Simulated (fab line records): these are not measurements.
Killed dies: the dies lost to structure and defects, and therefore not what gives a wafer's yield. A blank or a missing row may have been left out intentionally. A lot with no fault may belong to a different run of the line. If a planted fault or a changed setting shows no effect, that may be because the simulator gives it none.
Struck lot and sound lot, side by side || flow sky130 || 22 steps out of a route of 708
Sound: these wafers, L581.3, L581.5, L581.6. Wafers L580.2, L580.5, L580.6 were the ones struck. The cause is given at the end.
For every step that has rows: the tool of each side, followed by ch and its chambers, followed by its first start. Under that, the readings that differ: sound wafers || struck wafers || difference of the means || sigmas: that difference in standard deviations of wafers without a fault.
alike: words and numbers the same on both sides, and readings whose means are apart by under 2 such deviations; not compared: readings that were withheld, readings missing a value for some wafer, numbers with overlapping values and no deviation given by the record, and bounds like >300 which may hide the same value.
A row with sigmas, a row that says differs or no value, or rows on one side alone: a step with any of these is where the two part. Numbers that don't overlap but have no deviation are shown without sigmas and don't part them. A reading that every wafer of one side lacks parts them only if that side has two wafers or more.

SKY_POLY_GATE_THK_MEAS_21:
  sound on film_metro-01 at day 23 16:22; struck on film_metro-03 at day 23 12:43
  alike: POLY_GATE_OXIDATION_THK
SKY_POLY_GATE_CD_MEAS_22:
  sound on cd_sem-01 at day 23 16:28; struck on cd_sem-01 at day 23 12:47
  alike: cd_nm
then, 7 steps without rows for these wafers: SKY_LDD_N_DEHYDRATE_00 (time 60 s); SKY_LDD_N_HMDS_01 (prime time 60 s); SKY_LDD_N_COAT_02 (resist thk 300 nm); SKY_LDD_N_SOFTBAKE_03 (time 60 s); SKY_LDD_N_EXPOSE_04 (exposes mask NTM, target cd 840 nm); SKY_LDD_N_PEB_05; SKY_LDD_N_DEVELOP_06 (develop time 60 s).
SKY_LDD_N_OVL_MEAS_07:
  sound on overlay-02 at day 24 22:14; struck on overlay-01 at day 24 18:16
  alike: LDD_N_OVL
then, 2 steps without rows for these wafers: SKY_LDD_N_IMPLANT_08; SKY_LDD_N_IMPLANT_09.
SKY_LDD_N_IMPLANT_10:
  sound on implanter-01 ch 0, day 24 22:36; struck on implanter-02 ch 0, day 24 18:38
{"reading": "dose_ions_cm2", "sound": "7.5e+13 7.492e+13 7.493e+13", "struck": "4.119e+13 4.107e+13 4.125e+13", "difference": -3.378e+13, "sigmas": "-99 or more"}
{"reading": "faraday_current_uA", "sound": "428 412 421", "struck": "229 235 235", "difference": -187, "sigmas": -24}
  alike: beam_on_s
then, 5 steps without rows for these wafers: SKY_LDD_N_IMPLANT_11; SKY_LDD_N_IMPLANT_12; SKY_LDD_N_IMPLANT_13; SKY_LDD_N_IMPLANT_14; SKY_LDD_N_IMPLANT_15.
SKY_LDD_N_STRIP_16: strips in O2/N2.
  sound on plasma_asher-04 ch 0,1, day 24 23:29; struck on plasma_asher-04 ch 0,1, day 24 19:30
{"reading": "strip_time_to_endpoint_s (s)", "sound": "4.314 4.311 4.326", "struck": "4.218 4.223 4.211", "difference": -0.100, "sigmas": -6}
  alike: chamber_pressure_mTorr, drypump_motor_current_A, o2_flow_sccm, oes_product_au
  not compared: rf_hours_counter_h
SKY_LDD_N_TW_MEAS_17:
  sound on film_metro-01 at day 24 23:34; struck on film_metro-04 at day 24 19:37
  alike: LDD_N_TW
then, 1 step without rows for these wafers: SKY_LDD_P_DEHYDRATE_00 (time 60 s).
-- a jump in the record: the struck wafers' starts before and after are 26 days apart (it breaks off in module LDD_P and resumes in module PAD_OPEN, where the first step shown is number 708 of the route) --
SKY_PAD_OPEN_PROBE_99:
  sound on prober-01 at day 50 08:47; struck on prober-02 at day 50 08:33
{"reading": "model.etest.tip_n.rs_ohm_sq", "sound": "445.6 440.7 445.2", "struck": "476.5 475.9 473.5", "difference": "+31.5", "sigmas": ""}
  alike: killed_at_M0_to_M3, killed_at_M4_up, killed_at_contacts, killed_at_front_end, killed_at_other, killed_dies, killed_on_rim, killed_open, killed_short

== WHERE THEY PART ==
Earliest at SKY_LDD_N_IMPLANT_10; latest, in this record, at SKY_LDD_N_STRIP_16. Later steps at which nothing parts them and some readings are alike: SKY_LDD_N_TW_MEAS_17, SKY_PAD_OPEN_PROBE_99.

WHY: what had been put in by the simulator
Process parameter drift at SKY_LDD_N_IMPLANT_10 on implanter-02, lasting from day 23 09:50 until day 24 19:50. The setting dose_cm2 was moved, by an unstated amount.
